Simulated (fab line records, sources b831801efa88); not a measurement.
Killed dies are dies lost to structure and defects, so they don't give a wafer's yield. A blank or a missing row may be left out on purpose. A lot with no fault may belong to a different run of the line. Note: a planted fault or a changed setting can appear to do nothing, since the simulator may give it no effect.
What tool caused it? ; flow gf180mcu ; 15 lots with 45 wafers sampled at 4 steps, on a route of 602 steps

WHAT THE GAUGES READ, wafer by wafer
GF_M2_RS_MEAS_05: a four-point-probe measurement. Usual: for M2_ALCU_RS the level is 0.0694 ohm/sq and the standard deviation is 0.0006.
lot;measured;on;M2_ALCU_RS (ohm/sq);flag
L419;day 18 08:46;film_metro-03;0.0690 0.0691 0.0687;
L420;day 18 20:33;film_metro-01;0.0700 0.0696 0.0702;
L421;day 19 04:54;film_metro-03;0.0680 0.0684 0.0688;
L422;day 19 16:17;film_metro-01;0.0706 0.0695 0.0703;
L426;day 21 05:10;film_metro-03;0.0706 0.0703 0.0695;
L427;day 21 18:12;film_metro-01;0.0704 0.0697 0.0699;
L429;day 22 11:29;film_metro-01;0.0688 0.0690 0.0686;
L431;day 23 02:17;film_metro-04;0.0694 0.0688 0.0698;
L433;day 23 23:13;film_metro-04;0.0693 0.0700 0.0700;
L434;day 24 05:56;film_metro-01;0.0696 0.0695 0.0697;
L435;day 24 17:10;film_metro-01;0.0699 0.0704 0.0695;
L437;day 25 02:17;film_metro-03;0.0682 0.0682 0.0689;
L438;day 25 10:09;film_metro-03;0.0700 0.0695 0.0697;
L439;day 25 17:48;film_metro-04;0.0690 0.0703 0.0698;
L440;day 26 02:34;film_metro-04;0.0687 0.0691 0.0693;

GF_V3_THK_MEAS_25: measures by xrf. Usual: for V3_W_THK the level is 352 nm and the standard deviation is 4.2.
lot;measured;on;V3_W_THK (nm);flag
L419;day 22 15:07;film_metro-03;349 345 350;
L420;day 23 02:25;film_metro-02;359 356 361;
L421;day 23 09:14;film_metro-01;348 349 348;
L422;day 23 20:58;film_metro-03;348 353 352;
L431;day 26 21:53;film_metro-03;348 347 347;
L433;day 27 18:03;film_metro-03;351 349 352;
L434;day 27 23:23;film_metro-02;356 358 352;
L435;day 28 09:13;film_metro-03;357 355 355;
L437;day 28 16:25;film_metro-02;357 353 353;
L438;day 29 00:31;film_metro-03;352 357 358;
L439;day 29 07:11;film_metro-03;354 350 353;
L440;day 29 15:28;film_metro-03;352 348 352;

EACH LOT AND THE TOOL THAT RAN IT (in order: tool; ch and the chambers of the sampled wafers; start)
lot;GF_M3_SPUTTER_00;GF_V3_CVD_00
L419;pvd_sputter-02, day 20 12:41;hdpcvd-01 ch 0,1, day 21 14:01
L420;pvd_sputter-03, day 21 00:58;hdpcvd-02 ch 0,1, day 22 01:37
L421;pvd_sputter-02, day 21 07:28;hdpcvd-02 ch 0,1,2, day 22 07:52
L422;pvd_sputter-02, day 21 19:34;hdpcvd-02 ch 0,1,2, day 22 20:04
L426;pvd_sputter-04, day 23 06:54;hdpcvd-02 ch 0,1,2, day 24 05:59
L427;pvd_sputter-02, day 23 19:01;hdpcvd-01 ch 0,2, day 24 17:39
L429;pvd_sputter-02, day 24 10:58;hdpcvd-01 ch 0,1, day 25 09:34
L431;pvd_sputter-04, day 25 01:32;hdpcvd-01 ch 1,2, day 25 23:28
L433;pvd_sputter-03, day 25 22:24;hdpcvd-01 ch 0,1,2, day 26 20:21
L434;pvd_sputter-04, day 26 03:22;hdpcvd-01 ch 0,1,2, day 27 01:22
L435;pvd_sputter-04, day 26 14:33;hdpcvd-01 ch 0,1,2, day 27 11:40
L437;pvd_sputter-02, day 26 22:44;hdpcvd-01 ch 0,2, day 27 19:25
L438;pvd_sputter-04, day 27 06:16;hdpcvd-01 ch 0,1,2, day 28 03:10
L439;pvd_sputter-02, day 27 14:15;hdpcvd-01 ch 0,1,2, day 28 11:30
L440;pvd_sputter-03, day 27 22:32;hdpcvd-01 ch 0,1, day 28 19:16
- GF_M3_SPUTTER_00: material Ti, target thk 37.5 nm, time 150 s.
- GF_V3_CVD_00: deposits SiO2, target thk 600 nm, time 100 s.

AS READ BY THE TOOLS THEMSELVES (means over the sampled wafers that have a number; for cases with no such wafer, the mark the record gives instead)
GF_M3_SPUTTER_00. Usual: throttle_valve_pct reads 29.6 % (standard deviation 1.1).
lot;tool;throttle_valve_pct (%);flag
L419;pvd_sputter-02;29.3;
L420;pvd_sputter-03;29.7;
L421;pvd_sputter-02;31.0;
L422;pvd_sputter-02;29.4;
L426;pvd_sputter-04;29.9;
L427;pvd_sputter-02;29.6;
L429;pvd_sputter-02;30.4;
L431;pvd_sputter-04;28.9;
L433;pvd_sputter-03;29.7;
L434;pvd_sputter-04;29.5;
L435;pvd_sputter-04;29.3;
L437;pvd_sputter-02;30.8;
L438;pvd_sputter-04;29.7;
L439;pvd_sputter-02;30.3;
L440;pvd_sputter-03;30.7;

GF_V3_CVD_00. Usual: pressure_mtorr 5.998 mTorr, standard deviation 0.013; run_length_s 127.6 s, standard deviation 0.36.
lot;tool;pressure_mtorr (mTorr);run_length_s (s);flag
L419;hdpcvd-01;6.002;127.9;
L420;hdpcvd-02;6.000;127.4;
L421;hdpcvd-02;5.996;128.0;
L422;hdpcvd-02;5.991;127.7;
L426;hdpcvd-02;-;-;OFF
L427;hdpcvd-01;-;-;OFF
L429;hdpcvd-01;-;-;OFF
L431;hdpcvd-01;5.997;127.2;
L433;hdpcvd-01;5.999;127.5;
L434;hdpcvd-01;6.011;127.7;
L435;hdpcvd-01;6.001;127.6;
L437;hdpcvd-01;5.997;127.7;
L438;hdpcvd-01;5.991;127.8;
L439;hdpcvd-01;5.997;127.7;
L440;hdpcvd-01;5.988;127.5;

THE ANSWER, worked out from the rows above alone
Rule: a lot is off if the mean of its wafers that have a number lies more than 3 standard deviations from the usual mean. A lot without any number at a reading at which 4 lots or more have one is off too. All remaining lots with rows at the step are treated as sound. Order of review: gauges by route order, followed by the tools' own readings, for which a lot's mean as printed above is used. At the first step where some lot is off, the reading lying furthest off is the one used; lots without a number count as furthest.
Off at GF_V3_CVD_00 (pressure_mtorr): L426, L427, L429. Without a number there: L426, L427, L429.
If a tool, at that step or one of the process steps before it, ran each lot that is off and ran no sound lot following the first of them, it fits. None of those tried fits.

WHAT WAS PUT IN BY THE SIMULATOR
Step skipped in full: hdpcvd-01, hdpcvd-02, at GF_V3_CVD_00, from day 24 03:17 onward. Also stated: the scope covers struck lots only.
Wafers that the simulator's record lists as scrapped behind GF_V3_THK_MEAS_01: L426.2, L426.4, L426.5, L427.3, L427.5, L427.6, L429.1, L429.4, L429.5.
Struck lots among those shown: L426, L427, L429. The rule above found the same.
